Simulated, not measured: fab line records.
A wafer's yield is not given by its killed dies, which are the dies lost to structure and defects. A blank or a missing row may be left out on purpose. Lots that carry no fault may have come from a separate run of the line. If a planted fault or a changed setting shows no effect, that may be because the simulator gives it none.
Which tool was responsible? :: flow sky130 :: 6 lots with 18 wafers sampled at 3 steps, on a route of 708 steps

## WHAT EACH GAUGE READ, for each wafer
SKY_LDD_N_TW_MEAS_17.
lot: L266
measured: day 19 09:59
on: filmMetro-01
LDD_N_TW: 2574 2573 2559

lot: L270
measured: day 20 23:32
on: filmMetro-03
LDD_N_TW: 2576 2588 2582

lot: L272
measured: day 21 17:25
on: filmMetro-04
LDD_N_TW: 2614 2615 2619

lot: L274
measured: day 22 18:37
on: filmMetro-01
LDD_N_TW: 2569 2579 2581

lot: L282
measured: day 25 01:44
on: filmMetro-01
LDD_N_TW: 2582 2584 2579

lot: L285
measured: day 26 05:55
on: filmMetro-03
LDD_N_TW: 2604 2595 2595

## EACH LOT AND THE TOOL THAT RAN IT (in order: tool; ch and the chambers of the sampled wafers; start)
lot: L266
SKY_LDD_N_IMPLANT_11: implanter-04 ch 0, day 19 09:08
SKY_LDD_N_STRIP_16: plasmaAsher-02 ch 0,1, day 19 09:53

lot: L270
SKY_LDD_N_IMPLANT_11: implanter-03 ch 0, day 20 22:41
SKY_LDD_N_STRIP_16: plasmaAsher-02 ch 0,1, day 20 23:26

lot: L272
SKY_LDD_N_IMPLANT_11: implanter-02 ch 0, day 21 16:34
SKY_LDD_N_STRIP_16: plasmaAsher-03 ch 0,1, day 21 17:19

lot: L274
SKY_LDD_N_IMPLANT_11: implanter-03 ch 0, day 22 17:47
SKY_LDD_N_STRIP_16: plasmaAsher-01 ch 0,1, day 22 18:31

lot: L282
SKY_LDD_N_IMPLANT_11: implanter-02 ch 0, day 25 00:53
SKY_LDD_N_STRIP_16: plasmaAsher-02 ch 0,1, day 25 01:38

lot: L285
SKY_LDD_N_IMPLANT_11: implanter-03 ch 0, day 26 05:07
SKY_LDD_N_STRIP_16: plasmaAsher-01 ch 0,1, day 26 05:50
- SKY_LDD_N_IMPLANT_11
- SKY_LDD_N_STRIP_16: strips in O2/N2.

## THE ANSWER, worked out from the rows above alone
Rule: the lots themselves supply what counts as usual. The widest of any qualifying gaps counts: lots, ordered by their means at a reading, are off when they make up no more than a third of the lots, leave a main group of 4 or more, and stand apart from it by 3 or more times the standard deviation of that group's means. A main group is skipped when, at the precision printed for the reading in the tables above, its means are all equal. A lot without any number at a reading at which 4 lots or more have one is off too. Any other lot the step has rows for is counted as sound.
Across all readings shown, no lot is off: no conclusion can be drawn from this.

## WHAT THE SIMULATOR HAD INSERTED
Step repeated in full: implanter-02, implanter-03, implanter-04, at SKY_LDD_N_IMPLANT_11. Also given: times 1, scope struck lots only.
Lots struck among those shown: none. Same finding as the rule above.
